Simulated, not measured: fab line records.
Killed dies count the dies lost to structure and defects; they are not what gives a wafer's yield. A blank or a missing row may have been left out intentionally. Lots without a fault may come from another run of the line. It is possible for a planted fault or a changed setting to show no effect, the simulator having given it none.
fab line records	flow sky130
[record] lots = 12	wafers = 36	last-day = 50
route steps=708 shown PWDE@84 VT_ADJUST_NCORE@127 VT_ADJUST_PCH@151 SONOS_TUNNEL@161 PAD_OPEN@708
lots that met no fault: from a run of the same line without faults
start-h: hours from the record's first day to the start of the lot's first wafer shown	wait-h: time in hours since the lot's previous step	" as in the row above	L1.1+2: several wafers, shown together as one row	- value missing, or start not given	* or withheld: withheld	< > ~ a bound
route shown NAME@n: a module of which the file shows steps, and the number in the route of the first	usual: mean/standard deviation of fault-free wafers	same: alike in all rows	chamber/n: place in a boat	sites: readings site by site	_std_site: the standard deviation of these	_edge_site: outer sites' mean less inner sites'	radius-mm: for every site, how far away it sits from the centre of the wafer	mask NAME#n: copy n	behind: tool/chamber where the wafer was last shaped	hold: why the lot went on hold/how many hours it stayed there/how the hold came to an end	device: the transistor (n, p or np) that didn't switch	end of line: tests of these same wafers at the route's end	a step with no rows: only its recipe	killed: at the first sort, the dies lost to defects and structure; wafer yield is something else	map: shows each die of a wafer: x if killed, . if not, _ if none is there
set.NAME: the setting the step ran with; set.NAME@STEP: the setting that earlier step ran with	model.NAME: the simulator's own value behind a step, which no gauge read
steps of the route over a sample of lots; a table a step, a row a wafer
services: the hour from which a tool's chamber was out of use, counted from the record's first day as start-h (under 0 if before that day), plus the number of hours and why
[[steps]]
[step SKY_NWELL_RS_MEAS_31]
[recipe] thk-meas-gauge = four-point-probe
[usual] PWDE_RS = 5282/18
lot.wafer	tool	chamber	start-h	wait-h	PWDE_RS[ohm/sq]
L944.2	film-metro-01	-	116.54	0.1	5264
L944.5	"	-	"	"	5266
L944.6	"	-	"	"	5279
L945.1	film-metro-02	-	124.24	0.1	5305
L945.2	"	-	"	"	5287
L945.4	"	-	"	"	5284
L946.1	film-metro-01	-	130.02	0.1	5308
L946.2	"	-	"	"	5303
L946.4	"	-	"	"	5304
L947.1	film-metro-02	-	134.23	0.1	5262
L947.4	"	-	"	"	5277
L947.5	"	-	"	"	5273
L949.2	film-metro-02	-	146.06	0.1	5300
L949.3	"	-	"	"	5290
L949.5	"	-	"	"	5275
L950.1	film-metro-02	-	151.19	0.1	5266
L950.2	"	-	"	"	5266
L950.4	"	-	"	"	5268
L951.1	film-metro-01	-	163.64	0.1	5271
L951.4	"	-	"	"	5279
L951.6	"	-	"	"	5276
L958.3	film-metro-01	-	203.42	0.1	5256
L958.5	"	-	"	"	5268
L958.6	"	-	"	"	5286
L960.3	film-metro-02	-	215.49	0.1	5305
L960.5	"	-	"	"	5294
L960.6	"	-	"	"	5301
L962.1	film-metro-02	-	227.94	0.1	5263
L962.3	"	-	"	"	5274
L962.6	"	-	"	"	5276
L963.1	film-metro-01	-	232.44	0.1	5288
L963.4	"	-	"	"	5268
L963.5	"	-	"	"	5292
L965.3	film-metro-01	-	241.83	0.1	5314
L965.4	"	-	"	"	5312
L965.6	"	-	"	"	5311
[step SKY_VT_ADJUST_NCORE_OVL_MEAS_08]
[usual] VT_ADJUST_NCORE_OVL = -0.3/1.4
lot.wafer	tool	chamber	start-h	wait-h	VT_ADJUST_NCORE_OVL[nm]
L944.2	overlay-02	-	194.52	0.1	-2.6
L944.5	"	-	"	"	-2.8
L944.6	"	-	"	"	-2.5
L945.1	overlay-02	-	204.27	0.1	-1.6
L945.2	"	-	"	"	-1.2
L945.4	"	-	"	"	-0.8
L946.1	overlay-01	-	210.57	0.1	-1.3
L946.2	"	-	"	"	1.0
L946.4	"	-	"	"	-1.2
L947.1	overlay-01	-	216.22	0.1	1.0
L947.4	"	-	"	"	0.8
L947.5	"	-	"	"	1.3
L949.2	overlay-02	-	230.62	0.1	-0.7
L949.3	"	-	"	"	-1.0
L949.5	"	-	"	"	-0.4
L950.1	overlay-02	-	236.37	0.1	-1.8
L950.2	"	-	"	"	-0.9
L950.4	"	-	"	"	-2.1
L951.1	overlay-01	-	249.58	0.1	-1.7
L951.4	"	-	"	"	-2.0
L951.6	"	-	"	"	-0.2
L958.3	overlay-01	-	296.18	0.1	0.8
L958.5	"	-	"	"	0.9
L958.6	"	-	"	"	-0.5
L960.3	overlay-02	-	311.71	0.1	1.1
L960.5	"	-	"	"	1.7
L960.6	"	-	"	"	0.8
L962.1	overlay-02	-	326.18	0.1	1.2
L962.3	"	-	"	"	1.6
L962.6	"	-	"	"	1.7
L963.1	overlay-02	-	333.38	0.1	1.4
L963.4	"	-	"	"	1.0
L963.5	"	-	"	"	2.0
L965.3	overlay-01	-	341.58	0.1	1.3
L965.4	"	-	"	"	0.8
L965.6	"	-	"	"	-1.0
[step SKY_VT_ADJUST_PCH_IMPLANT_08]
[recipe] species = B	energy-kev = 10	dose-cm2 = 5e+11	tilt-deg = withheld
[usual] beam-energy-keV = 10.000/0.0035	beam-on-s = 10.01/0.2	dose-ions-cm2 = 5.001e+11/5.5e+08	end-station-pressure-torr = 4.98e-06/2.7e-07	faraday-current-uA = 2.82/0.055
lot.wafer	tool	chamber	start-h	wait-h	beam-energy-keV	beam-on-s	dose-ions-cm2	end-station-pressure-torr	faraday-current-uA
L944.2	implanter-01	0	240.27	0.0	9.998	10.05	5.001e+11	5.12e-06	2.80
L944.5	"	0	"	"	9.997	10.01	4.994e+11	5.04e-06	2.82
L944.6	"	0	"	"	9.994	10.02	5.001e+11	4.62e-06	2.81
L945.1	implanter-03	0	250.07	0.0	9.992	10.00	5.006e+11	5.59e-06	2.83
L945.2	"	0	"	"	9.997	10.12	5.002e+11	4.85e-06	2.80
L945.4	"	0	"	"	9.998	10.17	5.003e+11	4.96e-06	2.77
L946.1	implanter-03	0	255.39	0.0	9.994	10.18	5.002e+11	5.4e-06	2.77
L946.2	"	0	"	"	9.996	10.12	4.997e+11	4.94e-06	2.78
L946.4	"	0	"	"	9.993	9.98	4.996e+11	5.07e-06	2.82
L947.1	implanter-04	0	262.92	0.0	10.005	10.06	4.992e+11	4.45e-06	2.80
L947.4	"	0	"	"	10.001	9.93	4.996e+11	5.37e-06	2.86
L947.5	"	0	"	"	10.002	9.89	4.994e+11	5.27e-06	2.86
L949.2	implanter-03	0	278.79	0.2	10.002	9.97	5.001e+11	5.24e-06	2.84
L949.3	"	0	"	"	10.001	9.48	4.996e+11	5.01e-06	2.97
L949.5	"	0	"	"	10.002	10.06	4.998e+11	4.84e-06	2.81
L950.1	implanter-03	0	283.80	0.0	10.006	12.33	5e+11	0.00010139	2.31
L950.2	"	0	"	"	9.996	12.32	5.001e+11	0.00011258	2.32
L950.4	"	0	"	"	10.003	12.46	4.999e+11	0.00010336	2.29
L951.1	implanter-03	0	298.70	0.0	10.000	12.42	5.003e+11	9.935e-05	2.30
L951.4	"	0	"	"	9.999	12.30	5.011e+11	9.993e-05	2.31
L951.6	"	0	"	"	10.006	12.30	5.004e+11	0.00010567	2.31
L958.3	implanter-04	0	349.44	0.1	10.001	9.90	5.002e+11	4.83e-06	2.85
L958.5	"	0	"	"	9.997	10.11	4.995e+11	5.09e-06	2.78
L958.6	"	0	"	"	9.998	10.07	4.989e+11	5.03e-06	2.81
L960.3	implanter-03	0	366.59	0.1	9.999	9.93	5.004e+11	4.81e-06	2.83
L960.5	"	0	"	"	9.999	9.68	5.009e+11	4.97e-06	2.91
L960.6	"	0	"	"	9.998	9.70	5.008e+11	5e-06	2.89
L962.1	implanter-04	0	382.27	0.0	10.002	10.00	4.998e+11	5.47e-06	2.82
L962.3	"	0	"	"	10.008	10.61	5.001e+11	5.31e-06	2.64
L962.6	"	0	"	"	10.005	10.10	5.003e+11	4.72e-06	2.80
L963.1	implanter-03	0	389.52	0.0	10.009	10.02	5.012e+11	4.74e-06	2.82
L963.4	"	0	"	"	10.005	10.18	5.009e+11	4.74e-06	2.77
L963.5	"	0	"	"	10.007	10.02	5e+11	5.18e-06	2.82
L965.3	implanter-04	0	398.90	0.1	10.002	9.90	5.005e+11	5.35e-06	2.83
L965.4	"	0	"	"	10.002	9.57	5.002e+11	5.12e-06	2.93
L965.6	"	0	"	"	9.997	9.94	4.999e+11	5.05e-06	2.85
[step SKY_VT_ADJUST_PCH_TW_MEAS_10]
[usual] VT_ADJUST_PCH_TW = 141.9/0.95
lot.wafer	tool	chamber	start-h	wait-h	hold	VT_ADJUST_PCH_TW
L944.2	film-metro-02	-	240.51	0.1	-	143.0
L944.5	"	-	"	"	-	142.7
L944.6	"	-	"	"	-	143.8
L945.1	film-metro-04	-	250.32	0.1	-	140.5
L945.2	"	-	"	"	-	139.8
L945.4	"	-	"	"	-	141.0
L946.1	film-metro-02	-	255.64	0.1	-	142.7
L946.2	"	-	"	"	-	142.7
L946.4	"	-	"	"	-	143.0
L947.1	film-metro-04	-	263.17	0.1	-	139.7
L947.4	"	-	"	"	-	140.3
L947.5	"	-	"	"	-	140.9
L949.2	film-metro-01	-	279.03	0.1	-	141.9
L949.3	"	-	"	"	-	142.1
L949.5	"	-	"	"	-	140.8
L950.1	film-metro-04	-	284.05	0.1	await-dispo/0.2h/release	151.0
L950.2	"	-	"	"	await-dispo/0.2h/release	150.9
L950.4	"	-	"	"	await-dispo/0.2h/release	150.5
L950.1	film-metro-04	-	284.28	0.2	-	149.9
L950.2	"	-	"	"	-	151.1
L950.4	"	-	"	"	-	150.1
L951.1	film-metro-04	-	298.95	0.1	await-dispo/0.2h/release	150.4
L951.4	"	-	"	"	await-dispo/0.2h/release	150.4
L951.6	"	-	"	"	await-dispo/0.2h/release	148.9
L951.1	film-metro-04	-	299.26	0.3	-	149.8
L951.4	"	-	"	"	-	150.4
L951.6	"	-	"	"	-	149.3
L958.3	film-metro-01	-	349.66	0.1	-	141.3
L958.5	"	-	"	"	-	140.4
L958.6	"	-	"	"	-	140.9
L960.3	film-metro-02	-	366.81	0.1	-	143.8
L960.5	"	-	"	"	-	143.6
L960.6	"	-	"	"	-	143.2
L962.1	film-metro-04	-	382.52	0.1	-	141.6
L962.3	"	-	"	"	-	141.9
L962.6	"	-	"	"	-	141.9
L963.1	film-metro-01	-	389.77	0.1	-	142.0
L963.4	"	-	"	"	-	141.9
L963.5	"	-	"	"	-	141.6
L965.3	film-metro-02	-	399.12	0.1	-	142.0
L965.4	"	-	"	"	-	142.0
L965.6	"	-	"	"	-	142.0
[step SKY_SONOS_TUNNEL_CD_MEAS_07]
[recipe] target-cd-nm = 410
[usual] cd-nm = 409.6/2.2
lot.wafer	tool	chamber	start-h	wait-h	cd-nm
L944.2	cd-sem-01	-	263.07	0.1	408.5
L944.5	"	-	"	"	409.9
L944.6	"	-	"	"	408.4
L945.1	cd-sem-01	-	273.41	0.1	412.3
L945.2	"	-	"	"	410.2
L945.4	"	-	"	"	408.9
L946.1	cd-sem-01	-	281.06	0.1	412.8
L946.2	"	-	"	"	409.7
L946.4	"	-	"	"	409.8
L947.1	cd-sem-01	-	287.30	0.1	411.8
L947.4	"	-	"	"	412.3
L947.5	"	-	"	"	411.2
L949.2	cd-sem-02	-	304.22	0.1	411.4
L949.3	"	-	"	"	412.5
L949.5	"	-	"	"	410.5
L950.1	cd-sem-02	-	309.40	0.1	410.9
L950.2	"	-	"	"	411.0
L950.4	"	-	"	"	410.2
L951.1	cd-sem-02	-	324.90	0.1	410.2
L951.4	"	-	"	"	411.8
L951.6	"	-	"	"	411.3
L958.3	cd-sem-01	-	377.29	0.1	409.0
L958.5	"	-	"	"	408.1
L958.6	"	-	"	"	409.3
L960.3	cd-sem-02	-	395.24	0.1	410.6
L960.5	"	-	"	"	411.5
L960.6	"	-	"	"	410.3
L962.1	cd-sem-01	-	411.15	0.1	409.6
L962.3	"	-	"	"	407.8
L962.6	"	-	"	"	408.4
L963.1	cd-sem-02	-	418.96	0.1	411.5
L963.4	"	-	"	"	409.3
L963.5	"	-	"	"	410.9
L965.3	cd-sem-02	-	428.84	0.1	410.0
L965.4	"	-	"	"	409.6
L965.6	"	-	"	"	408.0
[step SKY_PAD_OPEN_PROBE_99]
[usual] killed_at_M0_to_M3 = 44/7.4	killed_at_M4_up = 3.2/1.8	killed-at-contacts = 25/5.2	killed-at-front-end = 15/4.5	killed-at-other = 0.2/0.43	killed-dies = 87/9.6	killed-open = 48/7.6	killed-short = 40/5.7
[same] gross-dies = 492	killed-at-back-side = 0
lot.wafer	tool	chamber	start-h	wait-h	killed_at_M0_to_M3	killed_at_M4_up	killed-at-contacts	killed-at-front-end	killed-at-other	killed-dies	killed-open	killed-short
L944.2	prober-01	-	1091.71	0.1	50	3	20	11	0	84	37	47
L944.5	prober-01	-	1091.86	0.2	60	0	31	13	0	104	61	43
L944.6	prober-01	-	1091.91	0.2	46	2	31	9	0	88	50	38
L945.1	prober-02	-	1093.34	0.1	35	7	22	16	0	80	43	37
L945.2	prober-02	-	1093.39	0.1	40	1	30	19	0	90	41	49
L945.4	prober-02	-	1093.49	0.2	47	2	31	12	0	92	51	41
L946.1	prober-01	-	1102.22	0.1	37	3	25	20	0	85	53	32
L946.2	prober-01	-	1102.27	0.1	39	3	35	16	0	93	44	49
L946.4	prober-01	-	1102.37	0.2	39	2	12	12	0	65	36	29
L947.1	prober-02	-	1106.95	0.1	47	2	18	15	0	82	39	43
L947.4	prober-02	-	1107.10	0.2	48	4	24	12	0	88	44	44
L947.5	prober-02	-	1107.15	0.2	41	6	31	20	0	98	54	44
L949.2	prober-02	-	1118.79	0.1	40	4	25	14	0	83	49	34
L949.3	prober-02	-	1118.84	0.2	35	3	27	29	0	94	57	37
L949.5	prober-02	-	1118.94	0.2	32	5	18	22	0	77	38	39
L950.1	prober-01	-	1125.33	0.1	43	2	25	20	1	91	54	37
L950.2	prober-01	-	1125.38	0.1	43	1	18	11	0	73	41	32
L950.4	prober-01	-	1125.48	0.2	40	4	17	19	0	80	39	41
L951.1	prober-02	-	1137.85	0.1	54	0	28	11	0	93	52	41
L951.4	prober-02	-	1138.00	0.2	46	3	24	18	0	91	47	44
L951.6	prober-02	-	1138.10	0.2	46	1	29	6	0	82	49	33
L958.3	prober-01	-	1171.18	0.2	44	1	23	13	0	81	36	45
L958.5	prober-01	-	1171.28	0.2	44	6	30	17	0	97	57	40
L958.6	prober-01	-	1171.33	0.2	46	5	24	9	0	84	56	28
L960.3	prober-01	-	1179.45	0.2	44	5	26	17	1	93	51	42
L960.5	prober-01	-	1179.55	0.2	47	3	24	22	0	96	54	42
L960.6	prober-01	-	1179.60	0.2	42	7	23	15	1	88	47	41
L962.1	prober-01	-	1188.02	0.1	39	3	22	22	0	86	45	41
L962.3	prober-01	-	1188.12	0.2	47	3	20	11	0	81	35	46
L962.6	prober-01	-	1188.27	0.2	56	2	22	18	1	99	56	43
L963.1	prober-02	-	1189.92	0.1	34	3	19	12	0	68	36	32
L963.4	prober-02	-	1190.07	0.2	34	5	29	15	0	83	46	37
L963.5	prober-02	-	1190.12	0.2	34	2	28	14	0	78	35	43
L965.3	prober-02	-	1196.08	0.2	44	5	20	14	0	83	45	38
L965.4	prober-02	-	1196.13	0.2	41	6	20	17	1	85	43	42
L965.6	prober-02	-	1196.23	0.2	40	5	22	12	1	80	47	33
// killed by level:class
L944.2 VIA1:geometric-particle:open=9 CONTACT:geometric-particle:open=8 METAL1:geometric-particle:short=6 VIA1:geometric-particle:short=6 VIA3:geometric-particle:short=6 CONTACT:geometric-particle:short=5 METAL2:geometric-particle:short=5 VIA3:geometric-particle:open=5
L944.5 VIA1:geometric-particle:open=21 CONTACT:geometric-particle:open=9 CONTACT:geometric-particle:short=9 VIA1:geometric-particle:short=8 LI_CONTACT:geometric-particle:open=7 VIA3:geometric-particle:open=7 VIA2:geometric-particle:open=6 METAL3:geometric-particle:short=5
L944.6 VIA1:geometric-particle:open=12 CONTACT:geometric-particle:open=11 CONTACT:geometric-particle:short=9 VIA1:geometric-particle:short=9 VIA2:geometric-particle:open=6 LI_CONTACT:geometric-particle:open=5 LI_CONTACT:geometric-particle:short=4 POLY_GATE:geometric-particle:short=3
L945.1 CONTACT:geometric-particle:open=10 VIA1:geometric-particle:open=7 LI_CONTACT:geometric-particle:open=7 METAL2:geometric-particle:short=6 METAL4:geometric-particle:short=5 FIELD_ISO:geometric-particle:short=4 VIA2:geometric-particle:open=4 FIELD_ISO:geometric-particle:open=3
L945.2 CONTACT:geometric-particle:open=10 VIA1:geometric-particle:open=10 POLY_GATE:geometric-particle:short=6 LI_CONTACT:geometric-particle:open=6 LOCAL_INTERCONNECT:geometric-particle:short=6 METAL1:geometric-particle:short=6 FIELD_ISO:geometric-particle:short=5 VIA1:geometric-particle:short=5
L945.4 CONTACT:geometric-particle:open=13 VIA1:geometric-particle:open=11 LI_CONTACT:geometric-particle:open=8 METAL1:geometric-particle:short=7 VIA1:geometric-particle:short=7 VIA2:geometric-particle:open=6 VIA3:geometric-particle:open=5 FIELD_ISO:geometric-particle:short=4
L946.1 CONTACT:geometric-particle:open=10 LI_CONTACT:geometric-particle:open=9 VIA1:geometric-particle:open=7 VIA2:geometric-particle:open=7 FIELD_ISO:geometric-particle:open=5 POLY_GATE:geometric-particle:open=5 VIA1:geometric-particle:short=5 VIA3:geometric-particle:open=4
L946.2 CONTACT:geometric-particle:open=15 VIA1:geometric-particle:open=13 CONTACT:geometric-particle:short=11 METAL1:geometric-particle:short=7 POLY_GATE:geometric-particle:short=6 METAL2:geometric-particle:short=6 FIELD_ISO:geometric-particle:short=5 LI_CONTACT:geometric-particle:open=4
L946.4 VIA1:geometric-particle:open=8 VIA2:geometric-particle:open=7 VIA1:geometric-particle:short=6 VIA3:geometric-particle:open=5 FIELD_ISO:geometric-particle:open=4 CONTACT:geometric-particle:open=4 VIA2:geometric-particle:short=4 POLY_GATE:geometric-particle:short=3
L947.1 METAL1:geometric-particle:short=13 LI_CONTACT:geometric-particle:open=7 CONTACT:geometric-particle:open=6 VIA2:geometric-particle:open=6 POLY_GATE:geometric-particle:short=5 METAL1:geometric-particle:open=5 VIA1:geometric-particle:short=5 METAL2:geometric-particle:short=5
L947.4 VIA1:geometric-particle:short=9 VIA1:geometric-particle:open=9 VIA2:geometric-particle:open=8 LI_CONTACT:geometric-particle:open=7 POLY_GATE:geometric-particle:short=6 VIA3:geometric-particle:open=6 LOCAL_INTERCONNECT:geometric-particle:short=5 CONTACT:geometric-particle:open=5
L947.5 CONTACT:geometric-particle:open=11 VIA2:geometric-particle:open=10 LI_CONTACT:geometric-particle:open=7 METAL1:geometric-particle:short=7 POLY_GATE:geometric-particle:open=6 LOCAL_INTERCONNECT:geometric-particle:short=6 VIA3:geometric-particle:open=6 VIA1:geometric-particle:open=5
L949.2 VIA1:geometric-particle:open=10 CONTACT:geometric-particle:open=9 VIA2:geometric-particle:open=6 LI_CONTACT:geometric-particle:open=5 LOCAL_INTERCONNECT:geometric-particle:short=5 FIELD_ISO:geometric-particle:open=4 POLY_GATE:geometric-particle:open=4 METAL2:geometric-particle:short=4
L949.3 LI_CONTACT:geometric-particle:open=11 POLY_GATE:geometric-particle:short=10 POLY_GATE:geometric-particle:open=9 VIA2:geometric-particle:open=9 CONTACT:geometric-particle:open=7 VIA1:geometric-particle:open=6 VIA3:geometric-particle:open=6 FIELD_ISO:geometric-particle:open=5
L949.5 CONTACT:geometric-particle:open=7 POLY_GATE:geometric-particle:open=6 METAL2:geometric-particle:short=6 VIA2:geometric-particle:open=6 LI_CONTACT:geometric-particle:open=5 METAL4:geometric-particle:short=5 FIELD_ISO:geometric-particle:short=4 VIA3:geometric-particle:short=4
L950.1 VIA1:geometric-particle:open=16 CONTACT:geometric-particle:open=14 POLY_GATE:geometric-particle:short=7 VIA1:geometric-particle:short=7 POLY_GATE:geometric-particle:open=6 VIA2:geometric-particle:open=6 METAL2:geometric-particle:short=5 LI_CONTACT:geometric-particle:open=4
L950.2 VIA1:geometric-particle:open=10 CONTACT:geometric-particle:open=9 VIA2:geometric-particle:open=9 VIA3:geometric-particle:open=6 LI_CONTACT:geometric-particle:short=4 VIA2:geometric-particle:short=4 VIA1:geometric-particle:short=3 POLY_GATE:geometric-particle:short=3
L950.4 VIA2:geometric-particle:open=11 POLY_GATE:geometric-particle:short=9 VIA1:geometric-particle:open=7 FIELD_ISO:geometric-particle:short=5 CONTACT:geometric-particle:open=5 METAL1:geometric-particle:short=5 LI_CONTACT:geometric-particle:open=4 VIA1:geometric-particle:short=4
L951.1 VIA3:geometric-particle:open=14 CONTACT:geometric-particle:open=11 VIA1:geometric-particle:open=10 VIA1:geometric-particle:short=8 LOCAL_INTERCONNECT:geometric-particle:short=7 VIA2:geometric-particle:open=7 FIELD_ISO:geometric-particle:short=4 LI_CONTACT:geometric-particle:open=4
L951.4 CONTACT:geometric-particle:open=10 METAL1:geometric-particle:short=8 POLY_GATE:geometric-particle:short=6 LOCAL_INTERCONNECT:geometric-particle:short=6 VIA1:geometric-particle:short=6 VIA1:geometric-particle:open=6 VIA2:geometric-particle:open=6 FIELD_ISO:geometric-particle:short=5
L951.6 VIA1:geometric-particle:open=15 CONTACT:geometric-particle:open=9 LI_CONTACT:geometric-particle:open=8 VIA3:geometric-particle:open=8 CONTACT:geometric-particle:short=6 VIA2:geometric-particle:open=4 METAL3:geometric-particle:short=4 VIA3:geometric-particle:short=4
L958.3 VIA1:geometric-particle:open=8 VIA1:geometric-particle:short=7 FIELD_ISO:geometric-particle:short=6 LI_CONTACT:geometric-particle:open=6 LOCAL_INTERCONNECT:geometric-particle:short=6 CONTACT:geometric-particle:open=6 METAL1:geometric-particle:short=6 VIA2:geometric-particle:open=4
L958.5 LI_CONTACT:geometric-particle:open=11 VIA3:geometric-particle:open=11 CONTACT:geometric-particle:open=10 VIA1:geometric-particle:open=8 METAL2:geometric-particle:short=6 VIA2:geometric-particle:open=5 METAL4:geometric-particle:short=5 FIELD_ISO:geometric-particle:open=4
L958.6 VIA1:geometric-particle:open=14 CONTACT:geometric-particle:open=11 METAL1:geometric-particle:short=10 VIA3:geometric-particle:open=6 LI_CONTACT:geometric-particle:open=5 VIA2:geometric-particle:open=5 SPACER:geometric-particle:open=4 METAL2:geometric-particle:short=4
L960.3 CONTACT:geometric-particle:open=9 LI_CONTACT:geometric-particle:open=8 METAL2:geometric-particle:short=8 VIA1:geometric-particle:open=7 VIA2:geometric-particle:open=7 POLY_GATE:geometric-particle:short=6 METAL1:geometric-particle:short=6 POLY_GATE:geometric-particle:open=5
L960.5 POLY_GATE:geometric-particle:open=9 VIA1:geometric-particle:open=9 VIA3:geometric-particle:open=7 CONTACT:geometric-particle:open=7 VIA1:geometric-particle:short=7 LI_CONTACT:geometric-particle:open=6 VIA2:geometric-particle:open=6 FIELD_ISO:geometric-particle:short=5
L960.6 VIA1:geometric-particle:open=12 CONTACT:geometric-particle:open=7 VIA1:geometric-particle:short=7 METAL2:geometric-particle:short=7 LI_CONTACT:geometric-particle:open=6 METAL1:geometric-particle:short=5 POLY_GATE:geometric-particle:open=5 FIELD_ISO:geometric-particle:short=4
L962.1 CONTACT:geometric-particle:open=10 VIA1:geometric-particle:open=8 FIELD_ISO:geometric-particle:short=7 VIA3:geometric-particle:open=7 METAL2:geometric-particle:short=6 FIELD_ISO:geometric-particle:open=5 LI_CONTACT:geometric-particle:open=4 METAL3:geometric-particle:short=4
L962.3 VIA1:geometric-particle:open=10 CONTACT:geometric-particle:open=8 METAL1:geometric-particle:short=8 METAL2:geometric-particle:short=8 FIELD_ISO:geometric-particle:short=5 CONTACT:geometric-particle:short=5 VIA2:geometric-particle:open=5 LI_CONTACT:geometric-particle:open=4
L962.6 VIA1:geometric-particle:open=20 VIA2:geometric-particle:open=8 LI_CONTACT:geometric-particle:open=8 METAL1:geometric-particle:short=7 VIA1:geometric-particle:short=6 CONTACT:geometric-particle:short=5 VIA2:geometric-particle:short=5 FIELD_ISO:geometric-particle:short=4
L963.1 VIA1:geometric-particle:open=8 CONTACT:geometric-particle:open=7 VIA2:geometric-particle:open=5 POLY_GATE:geometric-particle:short=4 METAL1:geometric-particle:short=4 FIELD_ISO:geometric-particle:open=3 VIA1:geometric-particle:short=3 LOCAL_INTERCONNECT:geometric-particle:open=3
L963.4 CONTACT:geometric-particle:open=9 LI_CONTACT:geometric-particle:open=8 METAL2:geometric-particle:short=7 VIA1:geometric-particle:open=6 VIA3:geometric-particle:open=5 FIELD_ISO:geometric-particle:short=4 LOCAL_INTERCONNECT:geometric-particle:short=4 CONTACT:geometric-particle:short=4
L963.5 CONTACT:geometric-particle:open=8 LOCAL_INTERCONNECT:geometric-particle:short=7 CONTACT:geometric-particle:short=7 VIA1:geometric-particle:short=7 VIA1:geometric-particle:open=6 POLY_GATE:geometric-particle:open=4 LI_CONTACT:geometric-particle:open=4 METAL2:geometric-particle:short=4
L965.3 VIA3:geometric-particle:open=10 CONTACT:geometric-particle:open=8 METAL2:geometric-particle:short=8 VIA1:geometric-particle:open=7 LI_CONTACT:geometric-particle:open=6 METAL1:geometric-particle:short=5 METAL4:geometric-particle:short=5 POLY_GATE:geometric-particle:short=4
L965.4 VIA1:geometric-particle:open=11 METAL1:geometric-particle:short=9 LOCAL_INTERCONNECT:geometric-particle:short=6 CONTACT:geometric-particle:open=6 FIELD_ISO:geometric-particle:short=5 FIELD_ISO:geometric-particle:open=4 METAL4:geometric-particle:short=4 VIA2:geometric-particle:open=4
L965.6 VIA1:geometric-particle:open=13 LI_CONTACT:geometric-particle:open=10 VIA1:geometric-particle:short=6 POLY_GATE:geometric-particle:open=5 CONTACT:geometric-particle:short=4 METAL1:geometric-particle:short=4 VIA2:geometric-particle:open=4 VIA2:geometric-particle:short=4
[[services]]
tool	chamber	start-h	hours	kind
implanter-04	-	265.60	0.7	repair
implanter-01	-	307.12	2.6	repair
implanter-03	-	338.81	3.9	repair
implanter-04	-	370.68	4.1	repair
implanter-03	-	386.71	0.6	repair
[[key]]
[first-sign] step = SKY_VT_ADJUST_PCH_IMPLANT_08	reading = end-station-pressure-torr	direction = up	sigmas = 99+	usual = 4.98e-06	struck = 0.00010372
[effect] step = SKY_VT_ADJUST_PCH_IMPLANT_08	reading = beam-on-s	direction = up	sigmas = 12	usual = 10.01	struck = 12.35
[effect] step = SKY_VT_ADJUST_PCH_TW_MEAS_10	reading = visit	direction = added
[effect] step = SKY_VT_ADJUST_PCH_TW_MEAS_10	reading = VT_ADJUST_PCH_TW	direction = up	sigmas = 8.9	usual = 141.9	struck = 150.4
met-at SKY_VT_ADJUST_PCH_IMPLANT_08
struck-lots L950,L951
tester-left-out L950,L951
not-acting-at SKY_NWELL_RS_MEAS_31,SKY_VT_ADJUST_NCORE_OVL_MEAS_08,SKY_SONOS_TUNNEL_CD_MEAS_07
onset-between 278.79 283.80
[fault] kind = process-parameter-drift	tool = implanter-03	chamber = -	onset-h = 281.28	steps = SKY_VT_ADJUST_PCH_IMPLANT_08	channel = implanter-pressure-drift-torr	offset = 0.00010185	shape = step	end-h = 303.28
[fault] kind = process-parameter-drift	tool = implanter-03	chamber = -	onset-h = 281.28	steps = SKY_VT_ADJUST_PCH_IMPLANT_08	channel = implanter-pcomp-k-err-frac	offset = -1	shape = step	end-h = 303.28
// tester-left-out: of these lots the tester's yield and bins aren't shown, on N5 and GAA mostly nor the transistor test; their killed dies are dies lost to structure and defects alone, not to doping, threshold or leakage, so they don't give the yield
